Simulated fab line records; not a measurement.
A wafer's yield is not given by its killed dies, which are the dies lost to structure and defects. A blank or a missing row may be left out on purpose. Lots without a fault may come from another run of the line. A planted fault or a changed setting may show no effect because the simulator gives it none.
Which tool is to blame? ; flow gf180mcu ; 14 lots (42 wafers sampled), 1 step of a 602-step route

## WHAT THE GAUGES SHOWED, per wafer
GF_M5_OVL_MEAS_08. Usual: M5_OVL typically reads -5 nm, with standard deviation 4.8.
lot;measured;on;M5_OVL (nm);flag
L595;day 26 03:01;overlay-01;-1 -2 -5;
L597;day 26 22:58;overlay-01;-13 -10 -9;
L598;day 27 05:10;overlay-01;-13 -10 -10;
L599;day 27 11:58;overlay-01;-4 -4 -3;
L600;day 27 23:55;overlay-01;-11 -8 -3;
L601;day 28 02:48;overlay-02;3 0 5;
L603;day 28 20:48;overlay-01;-17 -14 -13;
L604;day 29 08:46;overlay-01;-4 5 1;
L605;day 29 12:06;overlay-02;-2 -7 -2;
L612;day 31 06:51;overlay-02;-14 -16 -11;
L613;day 31 16:58;overlay-01;-4 -6 -12;
L615;day 32 01:58;overlay-02;1 -2 0;
L616;day 32 09:31;overlay-02;2 -7 -6;
L617;day 32 14:40;overlay-01;-1 -8 -3;

## WHICH TOOL RAN EACH LOT (tool, then ch and the chambers of the sampled wafers, then the start)
Before these readings, the record contains no process step.

## WHAT THE TOOLS THEMSELVES READ (means of the sampled wafers that have a number; where no wafer has one, the mark that the record gives instead)
The record holds no such reading with a usual standard deviation.

## THE ANSWER, worked out from the rows above alone
Rule: take the mean of a lot's wafers that have a number; if it is more than 3 standard deviations from the usual mean, the lot is off. A lot without any number at a reading at which 4 lots or more have one is off too. Where the step has rows for the other lots, those lots are counted as sound. First the gauges in route order, then the tools' own readings, where a lot's mean is used as printed above. At the first step where some lot is off, the reading lying furthest off is the one used; lots without a number count as furthest.
No lot is off at any reading shown: from this, nothing can be told.

## WHAT HAD BEEN PUT IN BY THE SIMULATOR
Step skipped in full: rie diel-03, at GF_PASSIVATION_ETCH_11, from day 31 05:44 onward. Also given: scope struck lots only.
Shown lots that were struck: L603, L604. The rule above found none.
